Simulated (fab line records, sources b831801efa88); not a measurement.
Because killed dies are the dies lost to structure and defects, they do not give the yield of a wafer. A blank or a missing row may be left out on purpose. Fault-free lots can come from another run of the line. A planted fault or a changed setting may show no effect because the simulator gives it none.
Struck lot and sound lot, side by side -- flow gf180mcu -- 16 out of 602 route steps
Sound: these wafers, L107.1, L107.4, L107.6. Struck: wafer L123.6 (left out: L123.1, L123.5 of the same lot, which were not struck); the cause appears at the end.
At each step with rows: each side's tool, then ch and its chambers, then its first start. Under that, the readings that differ: sound wafers -- struck wafers -- difference of the means -- sigmas: that difference in standard deviations of wafers without a fault.
alike: readings whose means differ by less than 2 such deviations, and words and numbers that are the same on both sides. not compared: withheld readings, readings that some wafer has no value for, bounds like >300 that may hide the same value, and numbers for which the record gives no deviation and whose values overlap.
The two part at a step that has a row with sigmas, a row that says differs or no value, or rows on one side only. Numbers that have no deviation but don't overlap get no sigmas and don't part them. A reading missing from all wafers of one side parts the sides only when that side holds two or more wafers.

GF_M1_SPUTTER_04: material TiN, target thk 50 nm, time 41.7 s.
  sound on pvd sputter-03, day 16 07:13; struck on pvd sputter-01, day 22 09:06
reading,sound,struck,difference,sigmas
chamber pressure pa (Pa),0.3999 0.3988 0.4002,0.4015,+0.0019,+2
  alike: throttle valve pct
GF_M1_RS_MEAS_05: measures by four-point-probe.
  sound on film metro-03, day 16 07:16; struck on film metro-02, day 22 09:08
  alike: M1_ALCU_RS
GF_M1_THK_MEAS_06: measures by xrf.
  sound on film metro-03, day 16 07:23; struck on film metro-02, day 22 09:16
  alike: M1_ALCU_THK
then, 7 steps without rows for these wafers: GF_M1_DEHYDRATE_07 (time 60 s); GF_M1_HMDS_08 (prime time 60 s); GF_M1_COAT_09 (resist thk 1000 nm); GF_M1_SOFTBAKE_10 (time 60 s); GF_M1_EXPOSE_11 (exposes mask Metal1, target cd 230 nm); GF_M1_PEB_12 (peb time 90 s); GF_M1_DEVELOP_13 (develop time 60 s).
GF_M1_CD_MEAS_14: target cd 230 nm.
  sound on cd sem-02, day 17 04:38; struck on cd sem-01, day 23 08:04
  alike: cd nm
GF_M1_OVL_MEAS_15:
  sound on overlay-01, day 17 04:46; struck on overlay-01, day 23 08:11
  alike: M1_OVL
GF_M1_METAL_ETCH_16: etches the open film in Cl2/BCl3, stops on SiO2, target depth 627.5 nm, time 104.6 s.
  sound on rie metal-01 ch 0,1, day 17 04:48; struck on rie metal-01 ch 0, day 23 08:13
reading,sound,struck,difference,sigmas
oes product au (a.u.),0.968 0.969 0.982,0.899,-0.074,-10
rf fwd power W (W),793.6 792.6 791.0,673.4,-119.0,-48
throttle valve pct (%),28.261 28.245 28.232,28.335,+0.089,+7
model.M1.feature depth nm (nm),603.3 601.6 604.3,524.1,-79.0,
model.etch.depth nm (nm),603.3 601.6 604.3,524.1,-79.0,
model.KrF_of_M1_COAT_09.thk nm (nm),734.1 731.8 730.4,771.3,+39.2,
  alike: drypump motor current A
  not compared: rf hours counter h
GF_M1_STRIP_17: strips in O2/N2.
  sound on plasma asher-04 ch 0,1, day 17 04:55; struck on plasma asher-01 ch 1, day 23 08:19
reading,sound,struck,difference,sigmas
oes product au (a.u.),0.554 0.555 0.559,0.570,+0.014,+3
strip time to endpoint s (s),7.87 7.85 7.84,8.24,+0.39,+7
  alike: drypump motor current A, heater power w
  not compared: rf hours counter h
then, 1 step without rows for these wafers: GF_M1_STRIP_18 (strips in post etch residue remover, time 1200 s).
-- the record jumps here: 10 days lie between the struck wafers' starts before and after (it left off in module M1 and takes up again in module PASSIVATION, whose first step shown is number 602 of the route) --
GF_PASSIVATION_PROBE_99:
  sound on prober-02, day 29 00:14; struck on prober-01, day 33 17:38
reading,sound,struck,difference,sigmas
model.etest.met2 comb.over limit,0 0 0,1,+1,
model.etest.pmos_3p3.over limit,0 0 0,1,+1,
model.etest.iso nwell nwell.over limit,0 0 0,1,+1,
model.etest.ldnmos_10p0.over limit,0 0 0,1,+1,
model.etest.met5 comb.over limit,0 0 0,1,+1,
model.etest.nmos_6p0.over limit,0 0 0,1,+1,
model.etest.pmos_3p3_min.over limit,0 0 0,1,+1,
model.etest.iso dnwell dnwell.over limit,0 0 0,1,+1,

## WHERE THEY PART
First at GF_M1_SPUTTER_04; last, within this record, at GF_M1_STRIP_17.

WHY: the cause the simulator had injected
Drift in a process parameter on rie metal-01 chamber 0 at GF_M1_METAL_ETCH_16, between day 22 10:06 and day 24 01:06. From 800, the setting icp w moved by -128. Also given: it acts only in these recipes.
